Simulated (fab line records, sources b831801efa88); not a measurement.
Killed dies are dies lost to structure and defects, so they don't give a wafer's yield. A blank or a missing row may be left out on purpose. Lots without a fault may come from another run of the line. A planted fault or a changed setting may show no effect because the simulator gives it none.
Chamber matching | flow sky130 | SKY_POLY_GATE_ETCH_15 on rie_diel-04: 4 sister chambers
The step etches BARC in N2/H2, stops on SiO2, time 118.5 s, target depth 110 nm. 8 wafers are shown with their chamber, then 7 later ones without.

WAFERS WITH THEIR CHAMBER
wafer  | chamber | drypump_motor_current_A (A) | bias_w (W)
L077.6 | 2       | 5.7                         | 99.91
L078.2 | 1       | 6.1                         | 100.15
L078.3 | 0       | 5.3                         | 100.00
L079.1 | 2       | 5.6                         | 99.00
L079.3 | 3       | 5.5                         | 99.76
L079.4 | 1       | 6.1                         | 100.53
L082.1 | 3       | 5.5                         | 99.50
L082.2 | 0       | 5.3                         | 100.01

WAFERS WITHOUT THEIR CHAMBER
wafer  | drypump_motor_current_A (A) | bias_w (W)
L082.3 | 5.6                         | 100.39
L091.1 | 5.3                         | 99.85
L091.3 | 6.1                         | 99.74
L091.5 | 5.5                         | 99.96
L094.3 | 6.1                         | 100.20
L094.4 | 5.3                         | 100.27
L094.5 | 6.1                         | 100.40

WHICH CHAMBER EACH WENT THROUGH
wafer  | from the rows above     | in truth
L082.3 | can't be placed: 2 or 3 | 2
L091.1 | 0                       | 0
L091.3 | 1                       | 1
L091.5 | 3                       | 3
L094.3 | 1                       | 1
L094.4 | 0                       | 0
L094.5 | 1                       | 1
Placed correctly: 6 of 7. Can't be placed from these rows: 1 (the true chamber is among the candidates in 1). Placed wrongly: 0.
How it was worked out, from the rows above alone: a wafer's distance from a chamber is the root of the sum, over the readings, of the square of ((its reading less the chamber's mean) divided by the reading's scatter). The wafer belongs to the nearest chamber; if the next one is less than 2 further off, it can't be placed. A chamber's mean is the mean of its shown wafers. The scatter: the root of (the sum of the squares of (reading less its chamber's mean) over the shown wafers, divided by (wafers less chambers)).
